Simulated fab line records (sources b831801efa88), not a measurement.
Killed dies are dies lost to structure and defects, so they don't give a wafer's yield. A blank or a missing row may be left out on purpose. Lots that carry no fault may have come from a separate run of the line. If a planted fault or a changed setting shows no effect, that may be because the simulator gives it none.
Code-filled problem report in 8D (eight disciplines) form / flow gf180mcu / the parts of the form that need people (team, actions taken, sign-off) are left out

## 1. THE PROBLEM
Wafers free of any fault read 2417 (standard deviation 25) for HV_LDD_TW at GF_HV_LDD_TW_MEAS_11, against a mean of 1656 on 6 wafers of 2 lots. Relative to the usual mean, that is a shift of -30 standard deviations.
First seen on wafer L915.1, day 16 07:40, on film_metro-04. At this step, 36 wafers from 12 lots have a number in the record. By rule, "out" or "out of limits" means more than 4 standard deviations away from the usual mean. Any other wafer with a number is counted as sound.

## 2. WHAT THIS IS AND IS NOT
question=which readings at this step | is=HV_LDD_TW | is not=-
question=which lots | is=L915, L916 | is not=L896, L897, L900, L901, L902, L903, L907, L909, L913, L919
question=which wafers of those lots | is=all that have a number | is not=-
question=read on which gauges | is=film_metro-02, film_metro-04 | is not=film_metro-01
question=when | is=from day 16 07:40 | is not=up to then (27 sound wafers); but 3 sound wafers of L919 came after

## 3. WHAT RULES OUT EACH SUSPECT
Counting: any tool at a process step up to the reading is kept as a suspect provided that every lot that is out went through it and no sound lot did after the first of them.
- ruled out: the gauge at GF_HV_LDD_TW_MEAS_11. The wafers that are out were read on 2 gauges (film_metro-02, film_metro-04).
- implanter-03 at GF_HV_LDD_IMPLANT_09: kept. It processed each lot that is out, first L915 at day 16 07:25, and no sound lot thereafter; up to then, the last sound lot it processed was L913 at day 15 08:59. Its own readings are out on those wafers: dose_ions_cm2, faraday_current_uA.
- plasma_asher-01 at GF_HV_LDD_STRIP_10 (strips in O2/N2): ruled out as a lasting fault. Sound lots L919 ran on it after its first lot that is out, L915 (day 16 07:34).
Left after counting: implanter-03 at GF_HV_LDD_IMPLANT_09.

## 4. THE CAUSE (what the simulator had put in)
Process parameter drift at GF_HV_LDD_IMPLANT_09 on implanter-03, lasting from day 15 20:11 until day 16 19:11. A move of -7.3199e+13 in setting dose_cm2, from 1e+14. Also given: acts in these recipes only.
Counting left only this tool.

## 5. THE EFFECT CHAIN, in route order
One row per reading whose mean, taken over the struck wafers that have a number, lies over 3 standard deviations from the usual. Only readings for which the record gives a usual standard deviation are gone through. hours: the time from each lot's start at the first step in this table that gives one to its start at this step, as a median over the lots. sigmas: the change in usual standard deviations.
hours=0; step=GF_HV_LDD_IMPLANT_09; reading=dose_ions_cm2; usual=1e+14; on struck wafers=3e+13; change=-7e+13; sigmas=-99 or more
hours=0; step=GF_HV_LDD_IMPLANT_09; reading=faraday_current_uA; usual=565; on struck wafers=152; change=-413; sigmas=-38
hours=0; step=GF_HV_LDD_TW_MEAS_11; reading=HV_LDD_TW; usual=2417; on struck wafers=1656; change=-761; sigmas=-30
hours=72; step=GF_HV_LDD_RS_MEAS_53; reading=HV_LDD_RS; usual=418.2 ohm/sq; on struck wafers=643.4; change=+225.2; sigmas=+99 or more
Process steps it contains:
- GF_HV_LDD_IMPLANT_09

## 6. HOW IT WOULD HAVE BEEN CAUGHT EARLIER
Counted from the fault's start at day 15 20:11, it took 11 hours until the first out-of-limits reading at a measuring or inspecting step in this record, taken at day 16 07:40.
Tool's own readings at GF_HV_LDD_IMPLANT_09, dose_ions_cm2, faraday_current_uA: out on all struck wafers the step has rows for; an alarm limit on them would have tripped on the first.
Of the lots that are out (2), L916 began GF_HV_LDD_IMPLANT_09 on implanter-03 after day 16 07:40. Holding the tool at that time would have saved it.
